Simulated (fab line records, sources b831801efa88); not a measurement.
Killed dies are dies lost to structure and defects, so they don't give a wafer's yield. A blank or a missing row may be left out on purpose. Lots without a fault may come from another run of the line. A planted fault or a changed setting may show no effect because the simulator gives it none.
Which tool did it? | flow sky130 | 13 lots, 39 wafers sampled, at 4 steps of a route of 708

WHAT THE GAUGES READ, wafer by wafer
SKY_NWELL_OVL_MEAS_10. Usual: NWELL_00_OVL -0.6 nm, standard deviation 1.2.
lot  | measured     | on         | NWELL_00_OVL (nm) | flag
L928 | day 4 14:08  | overlay-02 | 0.2 0.0 -1.0      |
L929 | day 4 21:17  | overlay-02 | -2.0 -1.1 -2.3    |
L930 | day 4 23:54  | overlay-01 | 0.3 1.5 2.5       |
L932 | day 5 16:04  | overlay-02 | -2.1 -0.8 0.5     |
L934 | day 5 22:49  | overlay-02 | 0.8 -1.4 -0.2     |
L935 | day 6 06:38  | overlay-02 | -1.3 -2.3 -2.5    |
L938 | day 7 00:39  | overlay-01 | - - -             | OFF
L940 | day 7 09:43  | overlay-01 | -0.7 -0.8 -1.5    |
L947 | day 9 09:26  | overlay-01 | 2.4 -1.4 1.7      |
L948 | day 9 15:14  | overlay-02 | -1.7 -0.8 -0.7    |
L949 | day 9 19:11  | overlay-02 | -1.0 0.1 0.2      |
L950 | day 9 22:44  | overlay-02 | -1.6 -2.9 -2.1    |
L951 | day 10 06:52 | overlay-02 | -0.9 -0.6 -0.1    |

SKY_NWELL_TW_MEAS_15. Usual: NWELL_TW 1804, standard deviation 14.
lot  | measured     | on            | NWELL_TW       | flag
L928 | day 4 14:44  | film_metro-02 | 1800 1795 1812 |
L929 | day 4 21:53  | film_metro-03 | 1784 1796 1795 |
L930 | day 5 00:29  | film_metro-01 | 1809 1808 1804 |
L932 | day 5 16:38  | film_metro-02 | 1814 1824 1830 |
L934 | day 5 23:25  | film_metro-02 | 1817 1828 1816 |
L935 | day 6 07:14  | film_metro-02 | 1809 1805 1811 |
L938 | day 7 01:14  | film_metro-01 | 30 30 30       | OFF
L940 | day 7 10:18  | film_metro-03 | 1809 1809 1814 |
L947 | day 9 10:02  | film_metro-01 | 1802 1818 1816 |
L948 | day 9 15:49  | film_metro-03 | 1792 1792 1786 |
L949 | day 9 19:46  | film_metro-02 | 1820 1822 1816 |
L950 | day 9 23:20  | film_metro-02 | 1825 1824 1830 |
L951 | day 10 07:28 | film_metro-03 | 1785 1779 1789 |

SKY_NWELL_TW_MEAS_26. Usual: NWELL_2_TW 493, standard deviation 4.1.
lot  | measured     | on            | NWELL_2_TW     | flag
L928 | day 5 09:05  | film_metro-03 | 486 489 489    |
L929 | day 5 16:00  | film_metro-02 | 496 497 498    |
L930 | day 5 19:33  | film_metro-03 | 489 491 488    |
L932 | day 6 10:41  | film_metro-02 | 492 492 492    |
L934 | day 6 18:37  | film_metro-02 | 493 495 493    |
L935 | day 7 02:59  | film_metro-01 | 493 495 492    |
L938 | day 7 20:59  | film_metro-03 | 1811 1811 1804 | OFF
L940 | day 8 06:53  | film_metro-01 | 496 499 496    |
L947 | day 10 08:29 | film_metro-03 | 486 489 486    |
L948 | day 10 14:17 | film_metro-03 | 487 489 487    |
L949 | day 10 18:34 | film_metro-03 | 486 485 487    |
L950 | day 10 22:40 | film_metro-03 | 485 487 489    |
L951 | day 11 06:16 | film_metro-01 | 494 494 495    |

WHICH TOOL RAN EACH LOT (tool, then ch and the chambers of the sampled wafers, then the start)
lot  | SKY_NWELL_EXPOSE_07
L928 | iline_stepper-02 ch 0, day 4 05:52
L929 | iline_stepper-02 ch 0, day 4 12:42
L930 | iline_stepper-02 ch 0, day 4 15:04
L932 | iline_stepper-02 ch 0, day 5 07:14
L934 | iline_stepper-01 ch 0, day 5 14:05
L935 | iline_stepper-02 ch 0, day 5 22:04
L938 | iline_stepper-02 ch 0, day 6 15:35
L940 | iline_stepper-02 ch 0, day 6 23:43
L947 | iline_stepper-02 ch 0, day 8 22:26
L948 | iline_stepper-02 ch 0, day 9 04:28
L949 | iline_stepper-01 ch 0, day 9 08:33
L950 | iline_stepper-02 ch 0, day 9 12:22
L951 | iline_stepper-02 ch 0, day 9 19:32
- SKY_NWELL_EXPOSE_07: exposes mask NWM, target cd 840 nm.

WHAT THE TOOLS THEMSELVES READ (means of the sampled wafers that have a number; where no wafer has one, the mark that the record gives instead)
The record holds no such reading with a usual standard deviation.

THE ANSWER, worked out from the rows above alone
Rule: a lot is off if the mean of its wafers that have a number lies more than 3 standard deviations from the usual mean. A lot without any number at a reading at which 4 lots or more have one is off too. The other lots that the step has rows for count as sound. The gauges are gone through in route order, then the tools' own readings, and for those a lot's mean is taken as printed above. The first step at which some lot is off is used, and at that step the reading that is off furthest; a lot without a number counts as furthest.
Off: L938, at SKY_NWELL_OVL_MEAS_10 (NWELL_00_OVL). Without a number there: L938.
A tool fits if, at a process step before that reading, it ran every lot that is off, and no sound lot after the first of them. The gauges at SKY_NWELL_OVL_MEAS_10 aren't tried: what is off there is off at SKY_NWELL_TW_MEAS_15 too, on other tools, and a gauge's error can't cause that. None of those tried fits.

WHAT THE SIMULATOR HAD PUT IN
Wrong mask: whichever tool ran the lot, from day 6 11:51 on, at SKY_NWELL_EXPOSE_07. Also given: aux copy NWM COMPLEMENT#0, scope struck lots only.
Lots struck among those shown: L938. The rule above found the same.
